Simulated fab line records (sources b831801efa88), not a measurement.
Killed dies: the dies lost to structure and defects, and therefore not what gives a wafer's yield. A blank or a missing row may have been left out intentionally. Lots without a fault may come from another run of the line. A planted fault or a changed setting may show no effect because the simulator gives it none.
What tool caused it?	flow sky130	39 wafers from 13 lots sampled at 4 of the route's 708 steps

## WHAT THE GAUGES READ, wafer by wafer
SKY_LDD_N_OVL_MEAS_07.
lot	measured	on	LDD_N_OVL (nm)
L631	day 18 00:02	overlay-02	0.1 0.2 -0.2
L632	day 18 01:51	overlay-01	1.9 1.5 -0.2
L636	day 20 10:06	overlay-02	-0.2 -0.8 -2.6
L637	day 20 10:25	overlay-02	-1.3 -2.0 -3.3
L635	day 20 10:42	overlay-02	-0.9 -0.3 0.2
L638	day 21 02:04	overlay-02	-1.1 -1.1 -0.8
L639	day 22 01:19	overlay-02	-0.3 -0.2 1.6
L640	day 22 01:26	overlay-01	-1.3 -0.8 0.3
L643	day 22 14:11	overlay-02	- - -
L645	day 23 08:41	overlay-02	-1.1 1.6 1.8
L646	day 23 14:29	overlay-02	-0.4 0.1 0.4
L652	day 25 19:33	overlay-02	0.7 0.4 1.5
L653	day 25 22:21	overlay-01	-2.2 -2.7 -1.1

SKY_LDD_N_TW_MEAS_17.
lot	measured	on	LDD_N_TW
L631	day 18 01:22	film_metro-03	2590 2604 2608
L632	day 18 03:14	film_metro-03	2587 2596 2576
L636	day 20 11:26	film_metro-01	2580 2578 2577
L637	day 20 11:45	film_metro-03	2593 2598 2590
L635	day 20 12:02	film_metro-04	2642 2645 2645
L638	day 21 03:24	film_metro-04	2642 2637 2634
L639	day 22 02:40	film_metro-01	2577 2571 2581
L640	day 22 02:47	film_metro-01	2570 2565 2570
L643	day 22 15:31	film_metro-03	30 30 30
L645	day 23 10:02	film_metro-01	2569 2582 2577
L646	day 23 15:50	film_metro-04	2653 2661 2653
L652	day 25 20:53	film_metro-04	2618 2629 2642
L653	day 25 23:41	film_metro-03	2582 2589 2600

SKY_LDD_P_TW_MEAS_11.
lot	measured	on	LDD_P_TW
L631	day 19 08:01	film_metro-02	641 640 638
L632	day 19 09:22	film_metro-02	637 640 642
L636	day 21 18:42	film_metro-04	647 649 647
L637	day 21 18:54	film_metro-03	638 639 640
L635	day 21 19:22	film_metro-02	638 636 636
L638	day 22 10:33	film_metro-03	640 643 640
L639	day 23 09:44	film_metro-02	636 638 636
L640	day 23 09:47	film_metro-03	641 639 636
L643	day 23 22:20	film_metro-04	2655 2659 2662
L645	day 24 16:03	film_metro-04	648 648 646
L646	day 24 21:13	film_metro-02	640 637 632
L652	day 27 01:48	film_metro-02	638 643 642
L653	day 27 04:04	film_metro-02	639 639 640

## WHAT TOOL EACH LOT RAN ON (gives the tool, then ch and the chambers of the sampled wafers, and finally the start)
lot	SKY_LDD_N_EXPOSE_04
L631	iline_stepper-01 ch 0, day 17 09:29
L632	iline_stepper-01 ch 0, day 17 11:02
L636	iline_stepper-02 ch 0, day 19 18:37
L637	iline_stepper-01 ch 0, day 19 18:53
L635	iline_stepper-01 ch 0, day 19 19:12
L638	iline_stepper-02 ch 0, day 20 11:17
L639	iline_stepper-02 ch 0, day 21 10:35
L640	iline_stepper-02 ch 0, day 21 10:43
L643	iline_stepper-02 ch 0, day 21 23:40
L645	iline_stepper-01 ch 0, day 22 17:44
L646	iline_stepper-02 ch 0, day 23 00:07
L652	iline_stepper-01 ch 0, day 25 05:02
L653	iline_stepper-01 ch 0, day 25 07:52
- SKY_LDD_N_EXPOSE_04: exposes mask NTM, target cd 840 nm.

## WHAT THE TOOLS THEMSELVES READ (means of the sampled wafers that have a number; where no wafer has one, the mark that the record gives instead)
The record holds no such reading with a usual standard deviation.

## THE ANSWER, worked out from the rows above alone
Rule: what is usual is taken from the lots themselves. The widest of any qualifying gaps counts: lots, ordered by their means at a reading, are off when they make up no more than a third of the lots, leave a main group of 4 or more, and stand apart from it by 3 or more times the standard deviation of that group's means. The tables above print the reading to a certain number of digits; a main group whose means all agree to those digits is not used. Also off: a lot with no number at a reading for which 4 or more lots have one. Any other lot the step has rows for is counted as sound. First the gauges in route order, then the tools' own readings, where a lot's mean is used as printed above. The first step at which some lot is off is used, and at that step the reading that is off furthest; a lot without a number counts as furthest.
Off: at SKY_LDD_N_OVL_MEAS_07 (LDD_N_OVL), L643. Without a number there: L643. Mean -0.4 nm and standard deviation 1 in the main group.
A tool fits if, at a process step before that reading, it ran every lot that is off, and no sound lot after the first of them. Not tried: the gauges at SKY_LDD_N_OVL_MEAS_07; whatever is off there is also off at SKY_LDD_N_TW_MEAS_17, on other tools, and gauge error can't account for it. None of those tried fits.

## WHAT WAS PUT IN BY THE SIMULATOR
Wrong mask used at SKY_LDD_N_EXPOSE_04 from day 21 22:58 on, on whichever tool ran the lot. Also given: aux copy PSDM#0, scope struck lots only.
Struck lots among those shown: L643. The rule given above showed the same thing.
